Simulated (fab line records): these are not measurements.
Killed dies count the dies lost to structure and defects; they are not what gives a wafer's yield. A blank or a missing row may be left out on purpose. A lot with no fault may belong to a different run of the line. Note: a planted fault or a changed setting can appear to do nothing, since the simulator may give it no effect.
A struck lot beside a sound one	flow sfqLine	14 out of 325 route steps
Sound: the wafers L387.1, L387.3, L387.4. Struck: wafers L390.4, L390.6. (L390.2 of the same lot was not struck and is left out.) The cause comes at the end.
Each step with rows lists, per side, the tool, then ch with its chambers, then its first start. Under that, the readings that differ: sound wafers	struck wafers	difference of the means	sigmas: that difference in standard deviations of wafers without a fault.
alike: readings whose means differ by less than 2 such deviations, and words and numbers that are the same on both sides. not compared: withheld readings, readings that some wafer has no value for, bounds like >300 that may hide the same value, and numbers for which the record gives no deviation and whose values overlap.
A row with sigmas, a row that says differs or no value, or rows on one side alone: a step with any of these is where the two part. Non-overlapping numbers with no deviation appear without sigmas and do not part them. A reading missing from all wafers of one side parts the sides only when that side holds two or more wafers.

first, 6 steps without rows for these wafers: SFQ_TRILAYER_I4_VIA_LITHO_COAT_108 (resist thk 62 nm); SFQ_TRILAYER_I4_VIA_LITHO_COAT_103 (resist thk 650 nm); SFQ_TRILAYER_I4_VIA_LITHO_SOFTBAKE_107; SFQ_TRILAYER_I4_VIA_LITHO_EXPOSE_104 (exposes mask I4, target cd 700 nm); SFQ_TRILAYER_I4_VIA_LITHO_PEB_106 (peb time 60 s); SFQ_TRILAYER_I4_VIA_LITHO_DEVELOP_105 (time 60 s).
SFQ_I4_OVL_MEAS_928:
  sound: overlay-01 at day 57 05:17; struck: overlay-01 at day 57 20:54
  alike: I4_OVL
SFQ_TRILAYER_I4_VIA_BARC_OPEN_VIA_ETCH_146: etches BARC in O2, target depth 125 nm, time 41.7 s.
  sound on rieDiel-03 ch 0,1,2, day 57 05:20; struck on rieDiel-03 ch 1,2, day 57 20:56
reading	sound	struck	difference	sigmas
rfHoursCounterH (h)	16 14 18	- -	no value on the struck wafers	
  alike: drypumpMotorCurrentA, oesProductAu, rfFwdPowerW
SFQ_TRILAYER_I4_VIA_ETCH_VIA_ETCH_106: etches SiO2 in CHF3, stops on Nb, target depth 260 nm.
  sound on rieDiel-03 ch 0,1,2, day 57 05:22; struck on rieDiel-03 ch 1,2, day 57 20:58
  alike: drypumpMotorCurrentA, oesProductAu, rfFwdPowerW
SFQ_TRILAYER_I4_VIA_STRIP_STRIP_107: strips in O2.
  sound on rieMetal-01 ch 0,1, day 57 05:29; struck on rieMetal-03 ch 0, day 57 21:05
reading	sound	struck	difference	sigmas
oesProductAu (a.u.)	0.978 0.997 0.967	1.021 1.014	+0.037	+2
  alike: drypumpMotorCurrentA
  not compared: rfHoursCounterH
then, 2 steps without rows for these wafers: SFQ_TRILAYER_I4_VIA_STRIP_SOLV_CLEAN_108 (cleans in NMP, time 600 s); SFQ_TRILAYER_JJ_TRILAYER_DEP_PRE_CLEAN_113 (time 22.5 s).
SFQ_TRILAYER_JJ_TRILAYER_DEP_SPUTTER_109: material Nb, target thk 150 nm, time 100 s.
  sound: pvdSputter-05 at day 57 06:17; struck: pvdSputter-03 at day 57 21:53
reading	sound	struck	difference	sigmas
chamberPressurePa (Pa)	0.13314 0.13308 0.13337	0.14637 0.14641	+0.01319	+51
  alike: basePressurePa, throttleValvePct
SFQ_TRILAYER_JJ_TRILAYER_DEP_SPUTTER_110: material Al, target thk 8 nm, time 10 s.
  sound: pvdSputter-05 at day 57 06:22; struck: pvdSputter-03 at day 57 21:58
  alike: basePressurePa, chamberPressurePa, throttleValvePct

WHERE THEY PART
Last at SFQ_TRILAYER_JJ_TRILAYER_DEP_SPUTTER_109 as far as this record goes, first at SFQ_TRILAYER_I4_VIA_BARC_OPEN_VIA_ETCH_146. Later steps at which nothing parts them and some readings are alike: SFQ_TRILAYER_JJ_TRILAYER_DEP_SPUTTER_110.

WHY: whatever the simulator had introduced
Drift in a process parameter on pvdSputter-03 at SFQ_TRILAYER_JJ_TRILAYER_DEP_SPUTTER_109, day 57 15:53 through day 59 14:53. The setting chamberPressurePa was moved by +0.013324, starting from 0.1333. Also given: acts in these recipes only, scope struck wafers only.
